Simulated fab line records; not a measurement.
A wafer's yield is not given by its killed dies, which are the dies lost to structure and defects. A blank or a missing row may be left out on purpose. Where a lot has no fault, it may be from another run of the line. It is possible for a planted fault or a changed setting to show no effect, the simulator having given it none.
Check of tool commonality / flow gf180mcu / Sample size 12 lots and 36 wafers

WHY IT WAS OPENED
GF_PSD_RS_MEAS_15, reading PSD_RS: flagged on 2 of 12 lots. Fault-free wafers read 108.54 ohm/sq, with a standard deviation of 0.25.
Rule: a lot gets a flag if all its wafers with a number sit over 4 standard deviations from that mean, or if no wafer of it has a number. As for the other lots, they are considered sound.

lot=L825; measured=day 15 22:10; on=film metro-03; PSD_RS (ohm/sq), wafer by wafer=108.94 108.77 108.48; flag=
lot=L828; measured=day 17 02:08; on=film metro-04; PSD_RS (ohm/sq), wafer by wafer=108.84 108.69 108.87; flag=
lot=L833; measured=day 18 20:46; on=film metro-03; PSD_RS (ohm/sq), wafer by wafer=111.69 111.36 111.49; flag=FLAGGED
lot=L834; measured=day 19 03:01; on=film metro-04; PSD_RS (ohm/sq), wafer by wafer=111.27 111.26 111.45; flag=FLAGGED
lot=L841; measured=day 21 10:51; on=film metro-01; PSD_RS (ohm/sq), wafer by wafer=108.46 108.42 108.13; flag=
lot=L842; measured=day 21 23:23; on=film metro-01; PSD_RS (ohm/sq), wafer by wafer=108.51 108.71 108.49; flag=
lot=L843; measured=day 22 01:42; on=film metro-03; PSD_RS (ohm/sq), wafer by wafer=108.91 109.02 108.21; flag=
lot=L844; measured=day 22 06:55; on=film metro-01; PSD_RS (ohm/sq), wafer by wafer=108.42 108.63 108.12; flag=
lot=L845; measured=day 22 15:41; on=film metro-04; PSD_RS (ohm/sq), wafer by wafer=108.76 108.37 109.18; flag=
lot=L846; measured=day 23 00:53; on=film metro-01; PSD_RS (ohm/sq), wafer by wafer=109.06 108.84 108.64; flag=
lot=L847; measured=day 23 08:56; on=film metro-04; PSD_RS (ohm/sq), wafer by wafer=108.18 108.28 108.42; flag=
lot=L848; measured=day 23 14:36; on=film metro-04; PSD_RS (ohm/sq), wafer by wafer=109.01 108.57 108.30; flag=
On average the flagged lots' numbers are 111.42 ohm/sq, which is +2.88 ohm/sq against the usual, or +12 standard deviations.

WHICH TOOL RAN EACH LOT
2 process steps preceding the reading are held in the record, out of 602 steps in the route. In each cell: the tool, then ch and the chambers that the sampled wafers went through, then the start.
lot=L825; flag=; GF_PSD_IMPLANT_09=implanter-01 ch 0, day 15 21:36; GF_PSD_STRIP_10=plasma asher-02 ch 0,1, day 15 21:43
lot=L828; flag=; GF_PSD_IMPLANT_09=implanter-02 ch 0, day 17 01:34; GF_PSD_STRIP_10=plasma asher-02 ch 1, day 17 01:43
lot=L833; flag=FLAGGED; GF_PSD_IMPLANT_09=implanter-02 ch 0, day 18 20:11; GF_PSD_STRIP_10=plasma asher-01 ch 1, day 18 20:19
lot=L834; flag=FLAGGED; GF_PSD_IMPLANT_09=implanter-02 ch 0, day 19 02:27; GF_PSD_STRIP_10=plasma asher-02 ch 0,1, day 19 02:36
lot=L841; flag=; GF_PSD_IMPLANT_09=implanter-04 ch 0, day 21 10:17; GF_PSD_STRIP_10=plasma asher-02 ch 0,1, day 21 10:26
lot=L842; flag=; GF_PSD_IMPLANT_09=implanter-01 ch 0, day 21 22:49; GF_PSD_STRIP_10=plasma asher-01 ch 0,1, day 21 22:58
lot=L843; flag=; GF_PSD_IMPLANT_09=implanter-01 ch 0, day 22 01:09; GF_PSD_STRIP_10=plasma asher-02 ch 0,1, day 22 01:15
lot=L844; flag=; GF_PSD_IMPLANT_09=implanter-02 ch 0, day 22 06:21; GF_PSD_STRIP_10=plasma asher-02 ch 0,1, day 22 06:30
lot=L845; flag=; GF_PSD_IMPLANT_09=implanter-01 ch 0, day 22 15:07; GF_PSD_STRIP_10=plasma asher-02 ch 0,1, day 22 15:16
lot=L846; flag=; GF_PSD_IMPLANT_09=implanter-02 ch 0, day 23 00:19; GF_PSD_STRIP_10=plasma asher-01 ch 0,1, day 23 00:28
lot=L847; flag=; GF_PSD_IMPLANT_09=implanter-01 ch 0, day 23 08:22; GF_PSD_STRIP_10=plasma asher-03 ch 0,1, day 23 08:31
lot=L848; flag=; GF_PSD_IMPLANT_09=implanter-02 ch 0, day 23 14:02; GF_PSD_STRIP_10=plasma asher-02 ch 0,1, day 23 14:11
What the steps here do:
- GF_PSD_IMPLANT_09
- GF_PSD_STRIP_10: strips in O2/N2.
- GF_PSD_RS_MEAS_15: measures by four-point-probe.

FLAGGED AGAINST TOTAL, ONE TOOL AT A TIME (gauges that did the reading follow at the end)
step=GF_PSD_IMPLANT_09; tool=implanter-01; lots run=5; flagged=0; share of the flagged lots=none; sound lots run after its first flagged lot=-
step=GF_PSD_IMPLANT_09; tool=implanter-02; lots run=6; flagged=2; share of the flagged lots=all; sound lots run after its first flagged lot=3 (L844,L846,L848)
step=GF_PSD_IMPLANT_09; tool=implanter-04; lots run=1; flagged=0; share of the flagged lots=none; sound lots run after its first flagged lot=-
step=GF_PSD_STRIP_10; tool=plasma asher-01; lots run=3; flagged=1; share of the flagged lots=some; sound lots run after its first flagged lot=2 (L842,L846)
step=GF_PSD_STRIP_10; tool=plasma asher-02; lots run=8; flagged=1; share of the flagged lots=some; sound lots run after its first flagged lot=5 (L841,L843,L844,L845,L848)
step=GF_PSD_STRIP_10; tool=plasma asher-03; lots run=1; flagged=0; share of the flagged lots=none; sound lots run after its first flagged lot=-
step=GF_PSD_RS_MEAS_15; tool=film metro-01; lots run=4; flagged=0; share of the flagged lots=none; sound lots run after its first flagged lot=-
step=GF_PSD_RS_MEAS_15; tool=film metro-03; lots run=3; flagged=1; share of the flagged lots=some; sound lots run after its first flagged lot=1 (L843)
step=GF_PSD_RS_MEAS_15; tool=film metro-04; lots run=5; flagged=1; share of the flagged lots=some; sound lots run after its first flagged lot=3 (L845,L847,L848)

WHAT THE TABLE ALLOWS
In the table, 1 row covers all flagged lots: implanter-02 at GF_PSD_IMPLANT_09.
- implanter-02 at GF_PSD_IMPLANT_09: 2 of its 6 lots flagged. Sound lots ran on it after the first flagged one (L844, L846, L848), which a lasting fault on the whole tool wouldn't allow. Its own readings lie more than 4 standard deviations out on every wafer of the flagged lots: dose ions cm2.
There is no row in the table that ran each flagged lot and no sound lot after the first.

WHAT THE SIMULATOR HAD INSERTED
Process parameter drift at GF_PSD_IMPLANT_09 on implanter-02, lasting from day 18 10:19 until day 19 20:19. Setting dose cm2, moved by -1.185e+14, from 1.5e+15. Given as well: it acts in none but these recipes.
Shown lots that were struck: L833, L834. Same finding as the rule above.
